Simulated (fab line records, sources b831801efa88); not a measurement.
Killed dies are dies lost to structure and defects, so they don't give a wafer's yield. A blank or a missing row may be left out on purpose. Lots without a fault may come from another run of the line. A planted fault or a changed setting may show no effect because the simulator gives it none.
fab line records | flow sky130
record lots=12 wafers=36 last_day=51
route steps=708 shown VT_ADJUST_PCH@152 VIA4@660 METAL5@665 PASSIVATION@681 PAD_OPEN@708
lots that met no fault: from a run of the same line without faults
start_h: hours from the record's first day to the start of the lot's first wafer shown | wait_h: hours since the lot's step before | " the same as in the row above | L1.1+2: a row that stands for several wafers | - no value, or no start given | * or withheld: withheld | < > ~ a bound
route shown NAME@n: a module of which the file shows steps, and the number in the route of the first | usual: mean/standard deviation of fault-free wafers | same: alike in all rows | chamber/n: place in a boat | sites: the reading at each site | _std_site: their standard deviation | _edge_site: outer sites' mean less inner sites' | radius_mm: how far each site lies from the wafer's centre | mask NAME#n: copy n | behind: the tool/chamber that last shaped the wafer | hold: why the lot was held/for how many hours/how that ended | device: the transistor (n, p or np) that didn't switch | end of line: the same wafers' tests at the end of the route | a step without rows: its recipe alone | killed: dies lost to structure and defects at the first sort, not the wafer's yield | map: a wafer's dies, x killed, . not, _ none there
set.NAME: the setting as run; set.NAME@STEP: as run at that earlier step | model.NAME: the simulator's own value behind a step, which no gauge read
steps of the route over a sample of lots; a table a step, a row a wafer
services: from which hour (start_h, from the record's first day; less than 0 if before it) a tool's chamber was out of use, for how many hours, and why
## steps
# step SKY_VT_ADJUST_PCH_STRIP_09
# recipe chemistry=O2/N2 power_w=1400 pressure_mtorr=1500 platen_temp_c=withheld o2_flow_sccm=3000 n2_flow_sccm=300 overash_fraction=0.5
# usual drypump_motor_current_A=5.5/0.52 oes_product_au=0.723/0.0047 strip_time_to_endpoint_s=36.92/0.099
# columns lot.wafer tool chamber start_h wait_h drypump_motor_current_A oes_product_au rf_hours_counter_h strip_time_to_endpoint_s
L606.1 plasma_asher-04 0 223.66 0.1 5.2 0.729 54 36.79
L606.2 " 1 " " 4.9 0.719 54 37.04
L606.4 " 0 " " 5.2 0.718 - 36.80
L609.3 plasma_asher-04 0 260.09 0.1 5.1 0.706 - 36.93
L609.4 " 1 " " 4.9 0.720 - 36.99
L609.5 " 1 " " 4.9 0.722 - 37.03
L611.1 plasma_asher-04 0 264.21 0.1 5.2 0.724 58 36.97
L611.3 " 0 " " 5.2 0.723 - 37.03
L611.4 " 1 " " 4.9 0.720 - 36.93
L614.2 plasma_asher-02 1 286.71 0.1 5.6 0.725 16 36.96
L614.3 " 1 " " 5.6 0.716 - 37.04
L614.6 " 0 " " 5.1 0.725 - 36.96
L617.1 plasma_asher-04 1 310.27 0.1 4.9 0.724 62 37.00
L617.2 " 0 " " 5.2 0.722 62 37.02
L617.5 " 0 " " 5.1 0.727 - 37.00
L618.1 plasma_asher-04 1 323.11 0.1 4.9 0.721 63 36.98
L618.2 " 0 " " 5.2 0.728 63 36.97
L618.6 " 0 " " 5.2 0.724 - 37.02
L622.2 plasma_asher-03 1 367.57 0.1 5.8 0.717 65 36.91
L622.4 " 1 " " 5.8 0.728 - 36.86
L622.5 " 1 " " 5.8 0.718 - 36.84
L624.1 plasma_asher-03 0 385.11 0.1 6.3 0.722 68 36.90
L624.2 " 1 " " 5.8 0.717 68 36.88
L624.6 " 0 " " 6.4 0.728 - 36.89
L626.2 plasma_asher-03 1 397.82 0.1 5.8 0.719 69 36.99
L626.4 " 0 " " 6.4 0.724 - 37.02
L626.6 " 0 " " 6.4 0.723 - 37.04
L625.1 plasma_asher-02 1 398.91 0.1 5.6 0.719 28 36.82
L625.2 " 0 " " 5.1 0.734 28 36.90
L625.3 " 1 " " 5.6 0.726 - 36.80
L628.1 plasma_asher-04 0 406.91 0.1 5.2 0.731 72 36.63
L628.2 " 1 " " 4.9 0.728 72 36.83
L628.5 " 0 " " 5.2 0.720 - 36.70
L629.2 plasma_asher-04 1 413.36 0.1 4.9 0.721 73 36.89
L629.4 " 0 " " 5.2 0.717 - 36.82
L629.5 " 0 " " 5.2 0.721 - 36.82
# step SKY_VIA4_CMP_21
# recipe stop_on=SiO2 t_overpolish_s=25 down_force_psi=3.5 platen_rpm=60 target_thk_nm=0 pad_velocity_m_s=0.94248
# usual motor_current_A=11.1/1.5 overpolish_run_s=25.000/0.0099 slurry_flow_ml_min=149.9/0.48 time_to_endpoint_s=124/5.2
# columns lot.wafer tool chamber start_h wait_h motor_current_A overpolish_run_s slurry_flow_ml_min time_to_endpoint_s
L606.1 cmp-02 0 1008.27 0.1 10.0 25.004 150.0 127
L606.2 " 1 " " 12.1 25.003 150.0 122
L606.4 " 2 " " 10.8 24.999 149.5 128
L609.4 cmp-01 3 1043.72 0.1 9.1 24.991 149.6 122
L609.3 " 1 " " 12.5 25.006 149.9 125
L609.5 " 2 " " 14.7 25.010 150.6 120
L611.4 cmp-02 1 1045.54 0.0 12.7 24.984 150.2 129
L611.3 " 2 " " 10.7 25.023 150.0 129
L611.1 " 0 " " 10.2 25.000 150.2 128
L614.3 cmp-02 0 1069.50 0.1 9.8 25.006 150.1 129
L614.2 " 1 " " 11.9 25.001 149.7 125
L614.6 " 3 " " 10.6 25.007 149.2 130
L617.1 cmp-01 0 1088.44 0.1 10.8 24.994 149.7 123
L617.2 " 1 " " 12.0 24.994 149.6 131
L617.5 " 3 " " 8.2 24.993 150.1 127
L618.1 cmp-02 2 1093.37 0.1 10.4 25.004 150.0 124
L618.2 " 3 " " 10.1 25.011 148.7 127
L618.6 " 2 " " 10.6 24.993 150.1 126
L622.2 cmp-02 1 1130.87 0.1 12.0 24.990 150.0 119
L622.4 " 3 " " 10.6 25.005 150.6 127
L622.5 " 1 " " 12.4 25.009 149.6 123
L624.2 cmp-02 1 1145.11 0.1 12.0 24.994 150.1 122
L624.1 " 2 " " 10.9 24.991 149.7 121
L624.6 " 0 " " 10.2 25.015 150.3 122
L625.1 cmp-02 1 1152.10 0.1 12.8 25.005 150.3 126
L625.3 " 2 " " 11.1 25.011 150.0 122
L625.2 " 3 " " 9.8 25.011 150.0 127
L626.2 cmp-02 2 1153.16 0.1 10.5 25.008 150.7 120
L626.4 " 3 " " 10.6 24.992 149.7 119
L626.6 " 1 " " 13.1 24.991 149.2 120
L628.1 cmp-02 3 1156.37 0.1 10.7 25.004 149.4 122
L628.2 " 1 " " 11.7 25.014 148.4 126
L628.5 " 3 " " 10.2 25.002 150.9 122
L629.2 cmp-01 0 1160.25 0.0 10.8 25.001 150.8 130
L629.4 " 3 " " 9.3 25.002 150.0 124
L629.5 " 1 " " 12.0 25.009 149.6 132
# step SKY_METAL5_SPUTTER_04
# recipe material=TiN target_thk_nm=70 power_w=6500 time_s=58.3 chamber_pressure_pa=0.4
# usual cathode_dc_power_W=6500.0/1.2 throttle_valve_pct=30.0/0.97
# same time_s=58.3
# columns lot.wafer tool chamber start_h wait_h cathode_dc_power_W throttle_valve_pct
L606.1 pvd_sputter-04 - 1008.63 0.0 6499.0 29.5
L606.2 " - " " 6498.4 29.9
L606.4 " - " " 6502.7 30.6
L609.3 pvd_sputter-02 - 1044.08 0.0 6498.8 28.5
L609.4 " - " " 6499.1 31.1
L609.5 " - " " 6499.6 31.2
L611.1 pvd_sputter-04 - 1045.95 0.0 6501.0 31.0
L611.3 " - " " 6501.1 29.7
L611.4 " - " " 6498.6 29.3
L614.2 pvd_sputter-02 - 1069.82 0.0 6500.9 28.8
L614.3 " - " " 6501.3 28.9
L614.6 " - " " 6500.4 31.1
L617.1 pvd_sputter-03 - 1088.81 0.0 6500.8 31.6
L617.2 " - " " 6499.2 29.3
L617.5 " - " " 6499.0 29.2
L618.1 pvd_sputter-02 - 1093.74 0.0 6498.8 31.0
L618.2 " - " " 6501.0 28.6
L618.6 " - " " 6500.9 31.2
L622.2 pvd_sputter-02 - 1131.23 0.0 6498.3 31.0
L622.4 " - " " 6498.0 28.7
L622.5 " - " " 6500.2 31.2
L624.1 pvd_sputter-04 - 1145.48 0.0 6501.5 30.8
L624.2 " - " " 6500.3 30.4
L624.6 " - " " 6499.5 29.2
L625.1 pvd_sputter-02 - 1152.52 0.0 6502.0 29.1
L625.2 " - " " 6498.4 30.9
L625.3 " - " " 6500.4 30.9
L626.2 pvd_sputter-04 - 1153.53 0.0 6500.2 30.4
L626.4 " - " " 6499.1 29.7
L626.6 " - " " 6502.1 29.7
L628.1 pvd_sputter-04 - 1156.79 0.0 6500.6 31.2
L628.2 " - " " 6500.9 29.7
L628.5 " - " " 6500.3 29.3
L629.2 pvd_sputter-02 - 1160.66 0.0 6498.9 28.6
L629.4 " - " " 6500.6 28.6
L629.5 " - " " 6499.5 28.6
# step SKY_PASSIVATION_CVD_00
# recipe material=SiO2 target_thk_nm=90 temp_c=400 time_s=withheld rf_w=600
# usual heater_power_w=621/110
# columns lot.wafer tool chamber start_h wait_h heater_power_w
L606.1 pecvd-01 0 1032.89 0.0 769
L606.2 " 2 " " 581
L606.4 " 0 " " 783
L609.3 pecvd-01 2 1067.23 0.0 643
L609.4 " 0 " " 780
L609.5 " 1 " " 595
L611.1 pecvd-04 2 1068.66 0.0 853
L611.3 " 1 " " 533
L611.4 " 2 " " 854
L614.2 pecvd-04 2 1091.64 0.0 803
L614.3 " 1 " " 553
L614.6 " 1 " " 550
L617.1 pecvd-04 1 1110.37 0.0 560
L617.2 " 0 " " 484
L617.5 " 0 " " 489
L618.1 pecvd-01 1 1115.74 0.0 563
L618.2 " 0 " " 804
L618.6 " 2 " " 653
L622.2 pecvd-04 0 1151.05 0.0 467
L622.4 " 2 " " 748
L622.5 " 1 " " 555
L624.1 pecvd-03 2 1164.93 0.0 631
L624.2 " 1 " " 664
L624.6 " 2 " " 633
L625.1 pecvd-04 0 1171.14 0.0 468
L625.2 " 1 " " 575
L625.3 " 2 " " 768
L626.2 pecvd-01 1 1171.51 0.0 538
L626.4 " 0 " " 701
L626.6 " 1 " " 536
L628.1 pecvd-03 2 1175.32 0.0 545
L628.2 " 1 " " 614
L628.5 " 2 " " 554
L629.2 pecvd-03 2 1178.84 0.0 631
L629.4 " 0 " " 614
L629.5 " 2 " " 642
# step SKY_PAD_OPEN_PROBE_99
# usual killed_at_M0_to_M3=44/7.4 killed_at_M4_up=3.1/1.8 killed_at_contacts=25/6 killed_at_front_end=15/4.4 killed_at_other=0.3/0.49 killed_dies=88/10 killed_open=48/7.4 killed_short=39/6.3
# same gross_dies=492 killed_at_back_side=0
# columns lot.wafer tool chamber start_h wait_h killed_at_M0_to_M3 killed_at_M4_up killed_at_contacts killed_at_front_end killed_at_other killed_dies killed_open killed_short
L609.3 prober-01 - 1111.69 0.2 48 2 29 9 0 88 42 46
L609.4 prober-01 - 1111.74 0.2 47 1 36 19 1 104 53 51
L609.5 prober-01 - 1111.79 0.2 58 2 28 15 0 103 58 45
L611.1 prober-02 - 1113.17 0.1 61 4 22 17 0 104 51 53
L611.3 prober-02 - 1113.27 0.2 47 4 20 18 1 90 45 45
L611.4 prober-02 - 1113.32 0.2 41 3 32 14 0 90 54 36
L617.1 prober-02 - 1152.61 0.1 36 1 23 47 0 107 39 33
L617.2 prober-02 - 1152.66 0.1 39 5 30 8 0 82 58 24
L617.5 prober-02 - 1152.81 0.2 39 4 28 17 0 88 48 39
L618.1 prober-02 - 1156.21 0.1 42 7 29 53 0 131 48 40
L618.2 prober-02 - 1156.26 0.1 58 4 27 5 0 94 52 42
L618.6 prober-02 - 1156.46 0.2 43 7 31 9 0 90 45 45
L622.2 prober-02 - 1188.93 0.1 46 5 25 15 1 92 44 48
L622.4 prober-02 - 1189.03 0.2 43 4 23 13 0 83 48 35
L622.5 prober-02 - 1189.08 0.2 53 1 30 11 0 95 58 37
L628.1 prober-01 - 1209.20 0.1 53 0 31 12 1 97 57 40
L628.2 prober-01 - 1209.25 0.1 44 4 31 18 0 97 60 37
L628.5 prober-01 - 1209.40 0.2 44 5 17 10 0 76 40 36
# killed by level:class
L609.3 VIA1:geometric_particle:open=14 LI_CONTACT:geometric_particle:short=9 LI_CONTACT:geometric_particle:open=6 CONTACT:geometric_particle:open=6 METAL2:geometric_particle:short=6 VIA1:geometric_particle:short=5 LOCAL_INTERCONNECT:geometric_particle:short=5 METAL1:geometric_particle:short=5
L609.4 VIA1:geometric_particle:open=13 LI_CONTACT:geometric_particle:open=10 METAL1:geometric_particle:short=8 CONTACT:geometric_particle:open=8 LOCAL_INTERCONNECT:geometric_particle:short=6 FIELD_ISO:geometric_particle:short=5 POLY_GATE:geometric_particle:short=5 VIA1:geometric_particle:short=5
L609.5 VIA1:geometric_particle:open=13 VIA2:geometric_particle:open=11 LI_CONTACT:geometric_particle:open=8 CONTACT:geometric_particle:open=7 VIA1:geometric_particle:short=6 LOCAL_INTERCONNECT:geometric_particle:short=6 FIELD_ISO:geometric_particle:short=5 METAL3:geometric_particle:short=5
L611.1 VIA2:geometric_particle:open=11 LI_CONTACT:geometric_particle:open=9 METAL1:geometric_particle:short=8 VIA1:geometric_particle:open=8 VIA3:geometric_particle:open=8 VIA1:geometric_particle:short=6 METAL2:geometric_particle:short=6 POLY_GATE:geometric_particle:short=5
L611.3 VIA1:geometric_particle:open=10 VIA2:geometric_particle:open=9 POLY_GATE:geometric_particle:open=7 METAL2:geometric_particle:short=7 FIELD_ISO:geometric_particle:short=6 CONTACT:geometric_particle:open=6 VIA1:geometric_particle:short=5 LI_CONTACT:geometric_particle:open=4
L611.4 CONTACT:geometric_particle:open=15 LI_CONTACT:geometric_particle:open=12 VIA3:geometric_particle:open=8 VIA1:geometric_particle:open=7 FIELD_ISO:geometric_particle:short=6 VIA1:geometric_particle:short=5 METAL1:geometric_particle:open=4 POLY_GATE:geometric_particle:short=3
L617.1 VT_ADJUST_PCH:unspecified=35 LI_CONTACT:geometric_particle:open=8 VIA1:geometric_particle:open=8 METAL2:geometric_particle:short=7 CONTACT:geometric_particle:open=6 VIA2:geometric_particle:open=5 CONTACT:geometric_particle:short=4 VIA3:geometric_particle:open=4
L617.2 VIA1:geometric_particle:open=16 CONTACT:geometric_particle:open=15 LI_CONTACT:geometric_particle:open=9 VIA3:geometric_particle:open=6 CONTACT:geometric_particle:short=4 METAL2:geometric_particle:short=4 METAL1:geometric_particle:short=3 VIA1:geometric_particle:short=3
L617.5 VIA1:geometric_particle:open=18 LOCAL_INTERCONNECT:geometric_particle:short=9 FIELD_ISO:geometric_particle:open=7 CONTACT:geometric_particle:open=7 VIA1:geometric_particle:short=6 LI_CONTACT:geometric_particle:open=5 METAL2:geometric_particle:short=4 POLY_GATE:geometric_particle:short=3
L618.1 VT_ADJUST_PCH:unspecified=43 LI_CONTACT:geometric_particle:open=9 VIA1:geometric_particle:open=8 CONTACT:geometric_particle:open=8 METAL1:geometric_particle:short=7 METAL4:geometric_particle:short=6 VIA3:geometric_particle:open=6 CONTACT:geometric_particle:short=5
L618.2 CONTACT:geometric_particle:open=13 VIA3:geometric_particle:open=11 VIA1:geometric_particle:open=10 VIA3:geometric_particle:short=9 METAL1:geometric_particle:short=7 LI_CONTACT:geometric_particle:open=6 VIA2:geometric_particle:open=6 LOCAL_INTERCONNECT:geometric_particle:short=5
L618.6 VIA1:geometric_particle:open=10 METAL1:geometric_particle:short=9 LI_CONTACT:geometric_particle:open=8 CONTACT:geometric_particle:open=8 CONTACT:geometric_particle:short=6 VIA1:geometric_particle:short=6 METAL4:geometric_particle:short=6 LI_CONTACT:geometric_particle:short=5
L622.2 CONTACT:geometric_particle:open=8 LI_CONTACT:geometric_particle:open=8 VIA1:geometric_particle:open=7 METAL2:geometric_particle:short=7 VIA2:geometric_particle:short=6 VIA3:geometric_particle:open=6 VIA2:geometric_particle:open=6 METAL1:geometric_particle:short=5
L622.4 CONTACT:geometric_particle:open=13 VIA3:geometric_particle:open=9 VIA2:geometric_particle:open=9 METAL2:geometric_particle:short=8 LOCAL_INTERCONNECT:geometric_particle:short=5 VIA1:geometric_particle:open=4 VIA1:geometric_particle:short=4 METAL4:geometric_particle:short=4
L622.5 VIA1:geometric_particle:open=15 CONTACT:geometric_particle:open=12 METAL2:geometric_particle:short=7 VIA3:geometric_particle:open=7 LOCAL_INTERCONNECT:geometric_particle:short=6 LI_CONTACT:geometric_particle:open=6 METAL1:geometric_particle:short=5 VIA2:geometric_particle:open=5
L628.1 VIA1:geometric_particle:open=17 CONTACT:geometric_particle:open=14 METAL1:geometric_particle:short=9 LI_CONTACT:geometric_particle:open=7 VIA3:geometric_particle:open=6 CONTACT:geometric_particle:short=5 VIA2:geometric_particle:open=5 VIA3:geometric_particle:short=5
L628.2 VIA1:geometric_particle:open=15 CONTACT:geometric_particle:open=11 LI_CONTACT:geometric_particle:open=9 VIA3:geometric_particle:open=6 POLY_GATE:geometric_particle:short=5 LOCAL_INTERCONNECT:geometric_particle:short=5 CONTACT:geometric_particle:short=5 FIELD_ISO:geometric_particle:short=4
L628.5 VIA2:geometric_particle:open=8 LI_CONTACT:geometric_particle:open=7 VIA1:geometric_particle:open=7 METAL2:geometric_particle:short=7 CONTACT:geometric_particle:short=6 METAL1:geometric_particle:short=6 VIA3:geometric_particle:open=5 POLY_GATE:geometric_particle:open=4
## services
# columns tool chamber start_h hours kind
cmp-02 - 224.03 7.8 repair
cmp-02 - 283.52 5.4 pm
cmp-02 - 294.80 1.0 repair
cmp-02 - 296.95 3.9 repair
cmp-02 - 301.71 8.8 repair
cmp-02 - 404.04 4.0 pm
cmp-02 - 445.35 1.1 repair
cmp-02 - 446.96 0.8 repair
cmp-02 - 462.48 1.3 repair
cmp-02 - 470.83 0.3 repair
cmp-02 - 524.81 0.4 repair
cmp-02 - 578.00 2.1 repair
cmp-02 - 639.32 33.1 repair
cmp-02 - 648.89 0.8 repair
cmp-02 - 661.62 0.7 repair
cmp-02 - 672.40 4.4 pm
cmp-02 - 680.82 4.7 repair
cmp-02 - 707.66 8.3 pm
cmp-02 - 744.04 4.0 pm
cmp-02 - 751.67 0.9 repair
cmp-02 - 814.63 1.1 repair
cmp-02 - 838.21 3.4 repair
cmp-02 - 990.81 1.2 repair
cmp-02 - 1018.53 4.6 pm
## key
first_sign step=SKY_PAD_OPEN_PROBE_99 reading=killed_at_front_end direction=up sigmas=7.8 usual=15 struck=50
effect step=SKY_PAD_OPEN_PROBE_99 reading=killed_dies direction=up sigmas=3.1 usual=88 struck=119
met_at SKY_VT_ADJUST_PCH_STRIP_09
struck_lots L617,L618
struck_wafers L617.1,L618.1
tester_left_out L617,L618
not_acting_at SKY_VIA4_CMP_21,SKY_METAL5_SPUTTER_04,SKY_PASSIVATION_CVD_00
onset_between 264.21 310.27
fault kind=chamber_particle_source tool=plasma_asher-04 chamber=1 onset_h=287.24 steps=SKY_VT_ADJUST_PCH_STRIP_09 rate_per_visit_cm2=0.38971 end_h=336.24
# tester_left_out: of these lots the tester's yield and bins aren't shown, on N5 and GAA mostly nor the transistor test; their killed dies are dies lost to structure and defects alone, not to doping, threshold or leakage, so they don't give the yield
